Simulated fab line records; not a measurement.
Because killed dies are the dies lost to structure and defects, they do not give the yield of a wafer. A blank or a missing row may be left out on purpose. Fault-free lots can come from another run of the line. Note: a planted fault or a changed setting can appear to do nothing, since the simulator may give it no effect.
fab line records | flow sky130 | part 2 of 2: steps 33 to 45 of 45
record: lots: 5 wafers: 15 last_day: 50
route steps=708 shown SONOS_TUNNEL@157 SONOS_ONO@168 GATE_OXIDE@187
lots with no fault: from the same line, run without faults
start_h: hours from the record's opening day to when the first of the lot's shown wafers began | wait_h: hours from the lot's prior step to this one | " the same as in the row above | L1.1+2: one row covering several wafers at once | - no value present, or no start provided | * or withheld: withheld | < > ~ a bound
route shown NAME@n: a module of which the file shows steps, and the number in the route of the first | usual: average and standard deviation across the fault-free wafers | same: alike in all rows | chamber/n: place in a boat | sites: per-site readings | _std_site: how widely they spread, as a standard deviation | _edge_site: inner sites' mean taken away from outer sites' mean | radius_mm: for every site, how far away it sits from the centre of the wafer | mask NAME#n: copy n | behind: the most recent tool/chamber to have shaped the wafer | hold: the reason the lot was held/the length of the hold in hours/how it ended | device: names the non-switching transistor (n, p or np) | end of line: the route-end tests of the same wafers | a step without rows: its recipe alone | killed: dies lost to structure and defects at the first sort, not the wafer's yield | map: shows each die of a wafer: x if killed, . if not, _ if none is there
set.NAME: the setting that was run; set.NAME@STEP: the one run at that earlier step | model.NAME: the simulator's own value behind a step, which no gauge read
lots seen at some steps along the route; tables by step, rows by wafer
services: a tool's chamber out of use, with start hour (start_h, from the record's first day; less than 0 if before it), hours out, and reason
== steps ==
step: SKY_GATE_OXIDE_THK_MEAS_02
recipe: reads: SiO2_of_GATE_OXIDE_OXIDATION_01
usual: GATE_OXIDE_OXIDATION_00_THK: 10.28/0.19
columns lot.wafer tool chamber start_h wait_h GATE_OXIDE_OXIDATION_00_THK[nm]
L074.1 film_metro-03 - 289.50 0.0 10.47
L074.4 " - " " 10.47
L074.5 " - " " 10.53
L077.2 film_metro-03 - 316.63 0.0 10.08
L077.3 " - " " 10.28
L077.6 " - " " 10.09
L094.1 film_metro-01 - 454.19 0.0 10.47
L094.3 " - " " 10.41
L094.4 " - " " 10.58
L095.2 film_metro-03 - 469.35 0.0 10.20
L095.3 " - " " 10.31
L095.6 " - " " 10.24
L097.2 film_metro-03 - 480.47 0.0 10.58
L097.3 " - " " 10.41
L097.6 " - " " 10.54
step: SKY_GATE_OXIDE_DEHYDRATE_03
recipe: temp_c: 200 time_s: 60
same: time_s: 60
columns lot.wafer tool chamber start_h wait_h
L074.1+4+5 litho_track-01 0 301.84 12.3
L077.2+3+6 litho_track-01 0 329.42 12.8
L094.1+3+4 litho_track-02 0 469.53 15.3
L095.2+3+6 litho_track-02 0 483.65 14.3
L097.2+3+6 litho_track-01 0 495.12 14.6
step: SKY_GATE_OXIDE_HMDS_04
recipe: prime_time_s: 60 prime_temp_c: 120
columns lot.wafer tool chamber start_h wait_h
L074.1+4+5 litho_track-01 0 301.99 0.1
L077.2+3+6 litho_track-01 0 329.57 0.1
L094.1+3+4 litho_track-02 0 469.68 0.1
L095.2+3+6 litho_track-02 0 483.80 0.1
L097.2+3+6 litho_track-01 0 495.27 0.1
step: SKY_GATE_OXIDE_COAT_05
recipe: resist: NOVOLAK spin_rpm: 3000 resist_thk_nm: 1140
usual: dispense_pressure_kPa: 52.1/1.8
columns lot.wafer tool chamber start_h wait_h dispense_pressure_kPa
L074.1 litho_track-01 0 302.14 0.1 54.5
L074.4 " 0 " " 54.5
L074.5 " 0 " " 54.5
L077.2 litho_track-01 0 329.72 0.1 54.5
L077.3 " 0 " " 54.5
L077.6 " 0 " " 54.5
L094.1 litho_track-02 0 469.83 0.1 51.5
L094.3 " 0 " " 51.5
L094.4 " 0 " " 51.5
L095.2 litho_track-02 0 483.95 0.1 51.4
L095.3 " 0 " " 51.4
L095.6 " 0 " " 51.5
L097.2 litho_track-01 0 495.42 0.1 54.5
L097.3 " 0 " " 54.5
L097.6 " 0 " " 54.6
step: SKY_GATE_OXIDE_SOFTBAKE_06
recipe: temp_c: 90 time_s: 60 resist: NOVOLAK
same: time_s: 60
columns lot.wafer tool chamber start_h wait_h
L074.1+4+5 litho_track-01 0 302.29 0.1
L077.2+3+6 litho_track-01 0 329.87 0.1
L094.1+3+4 litho_track-02 0 469.98 0.1
L095.2+3+6 litho_track-02 0 484.10 0.1
L097.2+3+6 litho_track-01 0 495.57 0.1
step: SKY_GATE_OXIDE_EXPOSE_07
recipe: mask_id: LVOM na: 0.6 source_shape: conventional sigma_outer: 0.6 polarization: unpolarized target_cd_nm: 600 dose_mj: 170
columns lot.wafer tool chamber start_h wait_h mask
L074.1+4+5 iline_stepper-01 0 - - LVOM#0
L077.2+3+6 iline_stepper-01 0 - - LVOM#0
L094.1+3+4 iline_stepper-01 0 - - LVOM#0
L095.2+3+6 iline_stepper-01 0 - - LVOM#0
L097.2+3+6 iline_stepper-02 0 - - LVOM#0
step: SKY_GATE_OXIDE_PEB_08
recipe: temp_c: withheld time_s: * resist: NOVOLAK
same: time_s: *
columns lot.wafer tool chamber start_h wait_h
L074.1+4+5 litho_track-02 0 - -
L077.2+3+6 litho_track-01 0 - -
L094.1+3+4 litho_track-01 0 - -
L095.2+3+6 litho_track-02 0 - -
L097.2+3+6 litho_track-02 0 - -
step: SKY_GATE_OXIDE_DEVELOP_09
recipe: resist: NOVOLAK developer: TMAH develop_time_s: 60 dev_temp_c: 23
columns lot.wafer tool chamber start_h wait_h
L074.1+4+5 litho_track-02 0 315.23 0.1
L077.2+3+6 litho_track-01 0 343.37 0.1
L094.1+3+4 litho_track-01 0 484.74 0.1
L095.2+3+6 litho_track-02 0 499.15 0.1
L097.2+3+6 litho_track-02 0 510.65 0.1
step: SKY_GATE_OXIDE_OVL_MEAS_10
usual: GATE_OXIDE_OVL: -0.3/1.3
columns lot.wafer tool chamber start_h wait_h GATE_OXIDE_OVL[nm]
L074.1 overlay-01 - 315.38 0.1 -1.7
L074.4 " - " " -1.1
L074.5 " - " " 0.0
L077.2 overlay-01 - 343.50 0.1 -1.6
L077.3 " - " " -1.2
L077.6 " - " " -2.2
L094.1 overlay-01 - 484.89 0.1 -2.9
L094.3 " - " " -0.8
L094.4 " - " " -2.0
L095.2 overlay-02 - 499.28 0.1 -2.3
L095.3 " - " " -2.8
L095.6 " - " " -1.2
L097.2 overlay-02 - 510.78 0.1 3.4
L097.3 " - " " 1.4
L097.6 " - " " 1.8
step: SKY_GATE_OXIDE_IMPLANT_11
recipe: species: B energy_kev: 10 dose_cm2: 2.536e+12 tilt_deg: withheld
usual: faraday_current_uA: 14.29/0.29
columns lot.wafer tool chamber start_h wait_h faraday_current_uA
L074.1 implanter-02 0 315.41 0.0 14.51
L074.4 " 0 " " 14.11
L074.5 " 0 " " 13.89
L077.2 implanter-02 0 343.55 0.0 14.42
L077.3 " 0 " " 14.82
L077.6 " 0 " " 13.90
L094.1 implanter-03 0 484.93 0.0 14.03
L094.3 " 0 " " 14.35
L094.4 " 0 " " 14.49
L095.2 implanter-02 0 499.34 0.0 14.42
L095.3 " 0 " " 14.53
L095.6 " 0 " " 13.95
L097.2 implanter-03 0 510.84 0.0 14.31
L097.3 " 0 " " 14.08
L097.6 " 0 " " 14.43
step: SKY_GATE_OXIDE_WET_ETCH_12
recipe: chemistry: dHF target_depth_nm: 16.8 dry: n2_spin target: SiO2 dilution: 100:1 temp_c: 25 time_s: 336
same: time_s: 336
columns lot.wafer tool chamber start_h wait_h
L074.1+4+5 wet_bench-01 1 315.56 0.1
L077.2+3+6 wet_bench-04 3 343.68 0.1
L094.1+3+4 wet_bench-01 3 485.08 0.1
L095.2+3+6 wet_bench-04 1 499.46 0.1
L097.2+3+6 wet_bench-02 0 510.96 0.1
step: SKY_GATE_OXIDE_STRIP_13
recipe: chemistry: O2/N2 power_w: 1400 pressure_mtorr: 1500 platen_temp_c: withheld o2_flow_sccm: 3000 n2_flow_sccm: 300 overash_fraction: 0.5
usual: drypump_motor_current_A: 5.8/0.52 oes_product_au: 0.716/0.0044 strip_time_to_endpoint_s: 14.19/0.036
columns lot.wafer tool chamber start_h wait_h drypump_motor_current_A oes_product_au rf_hours_counter_h strip_time_to_endpoint_s
L074.1 plasma_asher-02 1 315.67 0.0 5.9 0.722 63 14.23
L074.4 " 1 " " 5.9 0.713 - 14.22
L074.5 " 1 " " 5.9 0.716 - 14.18
L077.2 plasma_asher-04 1 343.78 0.0 5.9 0.716 52 14.19
L077.3 " 1 " " 5.8 0.720 - 14.18
L077.6 " 1 " " 5.9 0.719 - 14.12
L094.1 plasma_asher-04 0 485.18 0.0 5.3 0.719 66 14.14
L094.3 " 0 " " 5.4 0.706 - 14.16
L094.4 " 1 " " 5.9 0.717 - 14.15
L095.2 plasma_asher-03 0 499.56 0.0 6.8 0.712 7 14.22
L095.3 " 1 " " 5.8 0.713 - 14.21
L095.6 " 1 " " 5.8 0.715 - 14.22
L097.2 plasma_asher-02 1 511.06 0.0 5.9 0.713 82 14.17
L097.3 " 0 " " 5.2 0.715 - 14.18
L097.6 " 1 " " 5.9 0.720 - 14.23
step: SKY_GATE_OXIDE_TW_MEAS_14
usual: GATE_OXIDE_TW: 222.3/1.6
columns lot.wafer tool chamber start_h wait_h GATE_OXIDE_TW
L074.1 film_metro-01 - 315.77 0.1 224.1
L074.4 " - " " 222.6
L074.5 " - " " 222.8
L077.2 film_metro-02 - 343.89 0.1 221.5
L077.3 " - " " 222.8
L077.6 " - " " 223.4
L094.1 film_metro-03 - 485.28 0.1 224.1
L094.3 " - " " 222.6
L094.4 " - " " 222.3
L095.2 film_metro-03 - 499.67 0.1 223.2
L095.3 " - " " 223.0
L095.6 " - " " 222.5
L097.2 film_metro-01 - 511.17 0.1 224.7
L097.3 " - " " 223.5
L097.6 " - " " 224.5
== services ==
columns tool chamber start_h hours kind
lpcvd-03 - 234.73 2.0 repair
rie_diel-03 3 236.68 9.2 repair
iline_stepper-02 - 239.57 1.7 pm
lpcvd-03 - 245.86 1.5 repair
furnace-02 - 251.04 5.4 repair
furnace-02 - 274.95 2.5 pm
wet_bench-01 - 275.67 3.4 repair
lpcvd-03 - 285.08 2.8 pm
iline_stepper-01 - 314.67 2.1 pm
lpcvd-03 - 320.68 14.6 pm
furnace-02 - 337.09 3.3 pm
iline_stepper-01 - 342.09 1.7 pm
lpcvd-03 - 355.88 17.2 pm
implanter-02 - 362.35 2.7 repair
wet_bench-04 - 368.42 4.4 pm
implanter-02 - 371.05 5.4 pm
wet_bench-02 - 387.92 1.2 repair
iline_stepper-02 - 414.11 1.2 repair
iline_stepper-02 - 421.84 1.8 repair
iline_stepper-02 - 457.75 1.7 pm
lpcvd-02 - 457.82 6.1 pm
iline_stepper-02 - 461.91 2.6 repair
wet_bench-02 - 483.80 1.6 repair
implanter-02 - 510.21 18.8 repair
